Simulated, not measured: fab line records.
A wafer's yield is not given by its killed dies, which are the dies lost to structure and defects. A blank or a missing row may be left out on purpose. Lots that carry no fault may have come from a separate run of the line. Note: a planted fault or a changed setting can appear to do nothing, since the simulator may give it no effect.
Chamber matching    flow gf180mcu    cmp-02 running GF_CONTACT_CMP_27: 4 sister chambers
The step polishes, stops on SiO2, t overpolish 15 s, target thk 0 nm. 8 wafers are shown with their chamber, then 6 later ones without.

## EACH WAFER AND ITS CHAMBER
wafer   chamber  motor-current-A (A)  time-to-endpoint-s (s)
L260.5  1        12.7                 72
L265.3  0        11.6                 76
L265.5  3        9.3                  71
L268.1  0        11.2                 75
L268.4  2        13.4                 78
L268.6  1        12.3                 74
L271.1  2        13.8                 75
L271.4  3        9.8                  68

## WAFERS WITHOUT THEIR CHAMBER
wafer   motor-current-A (A)  time-to-endpoint-s (s)
L271.6  11.8                 74
L274.3  10.0                 71
L274.5  11.2                 75
L279.3  13.1                 80
L279.4  12.4                 73
L279.6  13.9                 75

## CHAMBER TAKEN BY EACH
wafer   from the rows above      in truth
L271.6  can't be placed: 0 or 1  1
L274.3  3                        3
L274.5  0                        0
L279.3  can't be placed: 2 or 1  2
L279.4  1                        1
L279.6  2                        2
Correct placement for 4 of the 6. Cannot be placed on the basis of these rows: 2; the candidates contain the true chamber in 2. Number placed wrongly: 0.
How it was worked out, from the rows above alone: a wafer's distance from a chamber is the root of the sum, over the readings, of the square of ((its reading less the chamber's mean) divided by the reading's scatter). If the next closest chamber is less than 2 further off than the closest, the wafer can't be placed; otherwise it belongs to the closest. For every chamber, the mean is computed from those of its wafers that are shown. How the scatter is found: for the shown wafers, subtract from each reading the mean of its chamber, square and add these, divide the total by (wafers less chambers), then take the root.
